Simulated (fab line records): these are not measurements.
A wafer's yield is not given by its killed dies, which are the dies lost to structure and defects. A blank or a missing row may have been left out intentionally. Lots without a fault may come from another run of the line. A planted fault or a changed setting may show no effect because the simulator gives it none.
Problem report, 8D (eight disciplines) form, completed by code	flow sky130	the parts of the form that need people (team, actions taken, sign-off) are left out

== 1. THE PROBLEM ==
Mean of dose ions cm2 at SKY_LDD_N_IMPLANT_14: 3.806e+12 across 6 wafers in 2 lots; on wafers with no fault it is 5.002e+12 (standard deviation 5.6e+09). That is -99 or more standard deviations from the usual mean.
First observed at day 20 20:08: wafer L485.3, on implanter-03. The record holds 18 wafers of 6 lots with a number at this step. Rule for "out" (also "out of limits"): further than 4 standard deviations from the usual mean. Any other wafer with a number is counted as sound.

== 2. WHAT THIS IS AND IS NOT ==
question	is	is not
which readings at this step	dose ions cm2, faraday current uA	-
which lots	L485, L487	L478, L480, L498, L500
which wafers of those lots	all that have a number	-
read on which tools	implanter-03	implanter-02, implanter-04
when	from day 20 20:08	up to then (6 sound wafers); but 6 sound wafers of L498, L500 came after

== 3. SUSPECTS, AND WHAT RULES EACH OUT ==
Counting: any tool at a process step up to the reading is kept as a suspect provided that every lot that is out went through it and no sound lot did after the first of them.
- implanter-03 at SKY_LDD_N_IMPLANT_14: kept. Every lot that is out went through it, starting with L485 (day 20 20:08), and after that it ran no sound lot; the last sound lot it ran before then is L480 (day 18 21:29). Its own readings are out on those wafers: dose ions cm2, faraday current uA.
After counting, what remains is implanter-03 at SKY_LDD_N_IMPLANT_14.

== 4. THE CAUSE (what the simulator had put in) ==
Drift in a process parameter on implanter-03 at SKY_LDD_N_IMPLANT_14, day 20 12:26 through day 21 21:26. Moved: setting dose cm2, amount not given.
Counting left only this tool.

== 5. THE EFFECT CHAIN, in route order ==
One row per reading whose mean, taken over the struck wafers that have a number, lies over 3 standard deviations from the usual. Scope: only readings with a usual standard deviation given in the record; hours: median across lots of the time from each lot's start at the first step in this table that gives one to its start at this step; sigmas: change in usual standard deviations.
hours	step	reading	usual	on struck wafers	change	sigmas
0	SKY_LDD_N_IMPLANT_14	dose ions cm2	5.002e+12	3.806e+12	-1.196e+12	-99 or more
0	SKY_LDD_N_IMPLANT_14	faraday current uA	28.2	21.3	-6.9	-12
It contains these process steps:
- SKY_LDD_N_IMPLANT_14

== 6. HOW IT WOULD HAVE BEEN CAUGHT EARLIER ==
First out-of-limits reading in this record: day 20 20:08, which is 8 hours after fault onset at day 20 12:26.
